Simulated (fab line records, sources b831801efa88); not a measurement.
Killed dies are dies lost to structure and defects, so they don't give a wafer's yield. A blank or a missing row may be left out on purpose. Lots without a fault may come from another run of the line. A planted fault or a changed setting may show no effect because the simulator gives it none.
A struck lot beside a sound one | flow gf180mcu | 14 steps out of a route of 602
Sound: wafers L716.1, L716.3, L716.4. Struck: wafers L711.2, L711.5, L711.6. The cause comes at the end.
At each step with rows: each side's tool, then ch and its chambers, then its first start. Under that, the readings that differ: sound wafers | struck wafers | difference of the means | sigmas: that difference in standard deviations of wafers without a fault.
alike: readings whose means differ by less than 2 such deviations, and words and numbers that are the same on both sides. not compared: withheld readings, readings that some wafer has no value for, bounds like >300 that may hide the same value, and numbers for which the record gives no deviation and whose values overlap.
The two part at a step that has a row with sigmas, a row that says differs or no value, or rows on one side only. Numbers that don't overlap but have no deviation are shown without sigmas and don't part them. A reading that every wafer of one side lacks parts them only if that side has two wafers or more.

GF_M3_SPUTTER_01: material TiN, target thk 30 nm, time 25 s.
  sound on pvd_sputter-03, day 27 21:12; struck on pvd_sputter-03, day 26 16:28
  alike: throttle_valve_pct
GF_M3_SPUTTER_02: material AlCu, target thk 450 nm, time 23.9 s.
  sound on pvd_sputter-03, day 27 21:14; struck on pvd_sputter-03, day 26 16:29
  alike: throttle_valve_pct
GF_M3_SPUTTER_03: material Ti, target thk 10 nm, time 6.7 s.
  sound on pvd_sputter-03, day 27 21:16; struck on pvd_sputter-03, day 26 16:31
  alike: throttle_valve_pct
GF_M3_SPUTTER_04: material TiN, target thk 50 nm, time 41.7 s.
  sound on pvd_sputter-03, day 27 21:17; struck on pvd_sputter-03, day 26 16:32
  alike: throttle_valve_pct
GF_M3_RS_MEAS_05: measures by four-point-probe.
  sound on film_metro-03, day 27 21:19; struck on film_metro-03, day 26 16:36
  alike: M3_ALCU_RS
GF_M3_THK_MEAS_06: measures by xrf.
  sound on film_metro-03, day 27 21:26; struck on film_metro-03, day 26 16:43
  alike: M3_ALCU_THK
then, 3 steps without rows for these wafers: GF_M3_DEHYDRATE_07 (time 60 s); GF_M3_HMDS_08 (prime time 60 s); GF_M3_COAT_09 (resist thk 1000 nm).
GF_M3_SOFTBAKE_10: time 62.45 s.
  sound on litho_track-03 ch 0, day 28 07:15; struck on litho_track-01 ch 0, day 27 02:25
  alike: plate_sensor_t_centre_C, plate_sensor_t_edge_C
then, 2 steps without rows for these wafers: GF_M3_EXPOSE_11 (exposes mask Metal3, target cd 280 nm); GF_M3_PEB_12 (peb time 90 s).
GF_M3_DEVELOP_13: develop time 60 s.
  sound on litho_track-01 ch 0, day 28 17:02; struck on litho_track-01, day 27 12:22
  no value came back on the struck wafers for chill_plate_temp_C (C), develop_time_s (s); on the sound wafers chill_plate_temp_C (C) reads 22.93 22.98 23.02
  reading                             | sound             | struck         | difference | sigmas
  model.KrF_of_M3_COAT_09.thk_nm (nm) | 981.9 984.5 986.1 | 1001 1001 1003 | +18        |
GF_M3_CD_MEAS_14: target cd 280 nm.
  sound on cd_sem-01, day 28 17:11; struck on cd_sem-02, day 27 12:31
  reading    | sound             | struck | difference                    | sigmas
  cd_nm (nm) | 282.2 281.2 281.2 | - - -  | no value on the struck wafers |

WHERE THEY PART
First at GF_M3_DEVELOP_13; last, within this record, at GF_M3_CD_MEAS_14.

WHY: what the simulator had put in
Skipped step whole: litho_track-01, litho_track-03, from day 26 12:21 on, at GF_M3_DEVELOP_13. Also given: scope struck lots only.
